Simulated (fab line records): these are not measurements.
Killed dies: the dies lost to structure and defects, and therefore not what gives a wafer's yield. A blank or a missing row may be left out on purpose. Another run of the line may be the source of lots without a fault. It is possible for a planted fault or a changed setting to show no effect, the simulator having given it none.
Commonality check across tools    flow gf180mcu    13 lots and 39 wafers in the sample

## REASON IT WAS OPENED
At GF_CONTACT_THK_MEAS_01 the reading CONTACT_CVD_00_THK is flagged on 2 of 13 lots. No-fault wafers: 301.2 nm, standard deviation 2.6.
Rule: a lot is flagged in two cases, either no wafer of it has a number, or all its wafers with numbers fall more than 4 standard deviations from that mean. The other lots count as sound.

lot   measured      on             CONTACT_CVD_00_THK (nm), wafer by wafer  flag
L366  day 15 03:36  film-metro-01  300.5 298.5 300.1                        
L367  day 15 13:26  film-metro-01  300.5 301.2 303.8                        
L370  day 16 15:58  film-metro-04  301.2 300.3 299.8                        
L372  day 17 04:13  film-metro-04  298.7 298.6 297.6                        
L374  day 18 09:21  film-metro-02  302.9 304.4 301.0                        
L375  day 18 10:47  film-metro-04  306.8 303.3 303.6                        
L376  day 18 19:28  film-metro-04  301.1 302.9 300.7                        
L377  day 19 04:04  film-metro-04  455.9 452.3 453.5                        FLAGGED
L379  day 19 21:38  film-metro-01  448.6 451.3 445.3                        FLAGGED
L386  day 22 10:05  film-metro-04  303.8 302.1 300.9                        
L387  day 22 15:47  film-metro-01  299.5 299.4 296.2                        
L388  day 22 21:45  film-metro-04  300.4 297.7 299.6                        
L389  day 23 06:28  film-metro-02  305.0 300.4 301.9                        
Average over the flagged lots: 451.1 nm; offset from the usual +149.9 nm, equal to +58 standard deviations.

## WHICH TOOL RAN EACH LOT
The record keeps 1 process step preceding the reading, out of 602 steps on the route. Read each cell as the tool, then ch plus the chambers that the sampled wafers visited, then the start.
lot   flag     GF_CONTACT_CVD_00
L366           hdpcvd-02 ch 0,1,2, day 15 03:33
L367           hdpcvd-01 ch 0,1,2, day 15 13:23
L370           hdpcvd-02 ch 2, day 16 15:54
L372           hdpcvd-01 ch 1,2, day 17 04:09
L374           hdpcvd-02 ch 0,2, day 18 09:18
L375           hdpcvd-02 ch 0,1,2, day 18 10:43
L376           hdpcvd-01 ch 0,1, day 18 19:24
L377  FLAGGED  hdpcvd-02 ch 0,1,2, day 19 04:02
L379  FLAGGED  hdpcvd-02 ch 0,1, day 19 21:35
L386           hdpcvd-01 ch 0,1,2, day 22 10:02
L387           hdpcvd-02 ch 0,1, day 22 15:44
L388           hdpcvd-02 ch 0,1, day 22 21:41
L389           hdpcvd-01 ch 0,1, day 23 06:24
These steps, and what they do:
- GF_CONTACT_CVD_00: deposits SiO2, target thk 300 nm, time 50 s.
- GF_CONTACT_THK_MEAS_01

## FLAGGED OVER TOTAL, TOOL BY TOOL (the gauges that took the reading come last)
step                    tool           lots run  flagged  share of the flagged lots  sound lots run after its first flagged lot
GF_CONTACT_CVD_00       hdpcvd-01      5         0        none                       -
GF_CONTACT_CVD_00       hdpcvd-02      8         2        all                        2 (L387,L388)
GF_CONTACT_THK_MEAS_01  film-metro-01  4         1        some                       1 (L387)
GF_CONTACT_THK_MEAS_01  film-metro-02  2         0        none                       -
GF_CONTACT_THK_MEAS_01  film-metro-04  7         1        some                       2 (L386,L388)

## WHAT IS ALLOWED BY THE TABLE
In the table, 1 row covers all flagged lots: hdpcvd-02 at GF_CONTACT_CVD_00.
- hdpcvd-02 at GF_CONTACT_CVD_00 ran 8 lots, 2 of them flagged. Sound lots ran on it after the first flagged one (L387, L388), which a lasting fault on the whole tool wouldn't allow. Its own readings (sih4-flow-sccm) fall more than 4 standard deviations out on all wafers of the flagged lots.
None of the table's rows ran every flagged lot and, after the first, no sound lot.

## WHAT THE SIMULATOR PUT IN
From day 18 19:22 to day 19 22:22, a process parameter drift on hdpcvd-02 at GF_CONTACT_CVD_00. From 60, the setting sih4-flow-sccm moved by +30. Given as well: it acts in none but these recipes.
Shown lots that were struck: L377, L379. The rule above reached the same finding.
